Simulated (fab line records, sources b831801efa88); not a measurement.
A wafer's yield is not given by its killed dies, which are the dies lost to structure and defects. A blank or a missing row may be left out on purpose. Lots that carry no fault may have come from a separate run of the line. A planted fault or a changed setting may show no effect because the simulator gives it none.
Which tool is to blame? || flow sky130 || 12 lots, 36 wafers sampled, at 1 step of a route of 708

WHAT THE GAUGES SHOWED, per wafer
SKY_VIA2_THK_MEAS_01.
{"lot": "L948", "measured": "day 34 22:17", "on": "film-metro-04", "VIA2_HDPCVD_THK (nm)": "1216 1218 1199"}
{"lot": "L949", "measured": "day 35 10:07", "on": "film-metro-01", "VIA2_HDPCVD_THK (nm)": "1183 1204 1204"}
{"lot": "L950", "measured": "day 35 19:11", "on": "film-metro-02", "VIA2_HDPCVD_THK (nm)": "1189 1199 1218"}
{"lot": "L951", "measured": "day 36 01:37", "on": "film-metro-01", "VIA2_HDPCVD_THK (nm)": "1170 1183 1192"}
{"lot": "L952", "measured": "day 36 16:40", "on": "film-metro-01", "VIA2_HDPCVD_THK (nm)": "1194 1174 1179"}
{"lot": "L953", "measured": "day 36 21:47", "on": "film-metro-04", "VIA2_HDPCVD_THK (nm)": "1201 1203 1212"}
{"lot": "L954", "measured": "day 36 23:39", "on": "film-metro-04", "VIA2_HDPCVD_THK (nm)": "1180 1187 1184"}
{"lot": "L956", "measured": "day 37 13:26", "on": "film-metro-04", "VIA2_HDPCVD_THK (nm)": "1167 1208 1181"}
{"lot": "L957", "measured": "day 37 23:17", "on": "film-metro-02", "VIA2_HDPCVD_THK (nm)": "1185 1206 1195"}
{"lot": "L964", "measured": "day 40 03:58", "on": "film-metro-01", "VIA2_HDPCVD_THK (nm)": "1191 1194 1203"}
{"lot": "L969", "measured": "day 41 10:26", "on": "film-metro-01", "VIA2_HDPCVD_THK (nm)": "1179 1179 1188"}
{"lot": "L970", "measured": "day 41 17:44", "on": "film-metro-02", "VIA2_HDPCVD_THK (nm)": "1210 1209 1209"}

WHAT TOOL EACH LOT RAN ON (gives the tool, then ch and the chambers of the sampled wafers, and finally the start)
Before these readings, the record contains no process step.

AS READ BY THE TOOLS THEMSELVES (means over the sampled wafers that have a number; for cases with no such wafer, the mark the record gives instead)
The record holds no such reading with a usual standard deviation.

THE ANSWER, worked out from the rows above alone
Rule: what is usual is taken from the lots themselves. The widest of any qualifying gaps counts: lots, ordered by their means at a reading, are off when they make up no more than a third of the lots, leave a main group of 4 or more, and stand apart from it by 3 or more times the standard deviation of that group's means. If all means in a main group match to the digits the tables above print for the reading, that group is not used. Also off: a lot with no number at a reading for which 4 or more lots have one. The other lots that the step has rows for count as sound. The gauges are gone through in route order, then the tools' own readings, and for those a lot's mean is taken as printed above. At the first step where some lot is off, the reading lying furthest off is the one used; lots without a number count as furthest.
None of the lots is off at any reading shown; this tells nothing.

WHAT THE SIMULATOR PUT IN
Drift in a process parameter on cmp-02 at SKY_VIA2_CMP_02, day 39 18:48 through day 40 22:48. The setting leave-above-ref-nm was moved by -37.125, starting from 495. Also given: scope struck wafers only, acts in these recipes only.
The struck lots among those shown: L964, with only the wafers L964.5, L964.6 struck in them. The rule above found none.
